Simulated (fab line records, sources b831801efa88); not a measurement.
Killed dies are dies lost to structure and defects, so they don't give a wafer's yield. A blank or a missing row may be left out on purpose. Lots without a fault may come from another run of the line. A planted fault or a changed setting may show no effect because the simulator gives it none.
Chamber matching | flow sky130 | SKY_VIA2_CMP_24 on cmp-02: 4 sister chambers
The step polishes, stops on SiO2, t overpolish 20 s, target thk 0 nm. 16 wafers are shown with their chamber, then 8 later ones without.

WAFERS WITH THEIR CHAMBER
wafer  | chamber | motor_current_A (A) | time_to_endpoint_s (s) | overpolish_run_s (s)
L891.1 | 0       | 11.7                | 102.8                  | 20.006
L891.2 | 1       | 9.5                 | 101.1                  | 19.998
L891.6 | 3       | 11.3                | 103.5                  | 20.012
L895.3 | 2       | 11.8                | 103.1                  | 20.009
L895.4 | 3       | 11.4                | 104.1                  | 20.001
L895.5 | 1       | 9.1                 | 102.9                  | 19.979
L899.2 | 0       | 12.4                | 104.4                  | 19.998
L899.5 | 2       | 12.1                | 102.4                  | 19.999
L899.6 | 1       | 8.7                 | 101.7                  | 20.012
L898.1 | 1       | 9.0                 | 96.9                   | 20.003
L898.2 | 3       | 11.4                | 99.1                   | 19.995
L898.4 | 0       | 12.4                | 106.0                  | 19.996
L897.2 | 0       | 12.1                | 103.3                  | 20.001
L897.4 | 2       | 12.7                | 102.5                  | 19.987
L897.5 | 3       | 11.6                | 104.0                  | 20.010
L900.3 | 2       | 12.2                | 102.1                  | 20.002

SIGNATURES (means of the wafers above)
reading            | chamber 0 | chamber 1 | chamber 2 | chamber 3 | scatter within a chamber
motor_current_A    | 12.150    | 9.075     | 12.200    | 11.425    | 0.306
time_to_endpoint_s | 104.125   | 100.650   | 102.525   | 102.675   | 1.92
overpolish_run_s   | 20.00025  | 19.99800  | 19.99925  | 20.00450  | 0.00949
Rule: a wafer's distance from a chamber is the root of the sum, over the readings, of the square of ((its reading less the chamber's mean) divided by the reading's scatter). The wafer belongs to the nearest chamber; if the next one is less than 2 further off, it can't be placed. The scatter: the root of (the sum of the squares of (reading less its chamber's mean) over the shown wafers, divided by (wafers less chambers)).

WAFERS WITHOUT THEIR CHAMBER
wafer  | motor_current_A (A) | time_to_endpoint_s (s) | overpolish_run_s (s)
L900.4 | 11.4                | 107.1                  | 20.001
L900.5 | 12.0                | 106.0                  | 20.011
L906.2 | 8.8                 | 97.5                   | 20.003
L906.3 | 11.4                | 99.9                   | 20.004
L906.5 | 11.5                | 100.0                  | 20.004
L910.2 | 12.2                | 103.4                  | 19.999
L910.3 | 12.0                | 99.4                   | 20.010
L910.5 | 12.0                | 99.7                   | 20.003

WHICH CHAMBER EACH WENT THROUGH
wafer  | from the rows above          | in truth
L900.4 | can't be placed: 3 or 0 or 2 | 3
L900.5 | can't be placed: 0 or 2 or 3 | 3
L906.2 | 1                            | 1
L906.3 | can't be placed: 3 or 2 or 0 | 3
L906.5 | can't be placed: 3 or 2 or 0 | 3
L910.2 | can't be placed: 0 or 2      | 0
L910.3 | can't be placed: 2 or 3 or 0 | 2
L910.5 | can't be placed: 2 or 0 or 3 | 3
Placed correctly: 1 of 8. Can't be placed from these rows: 7 (the true chamber is among the candidates in 7). Placed wrongly: 0.
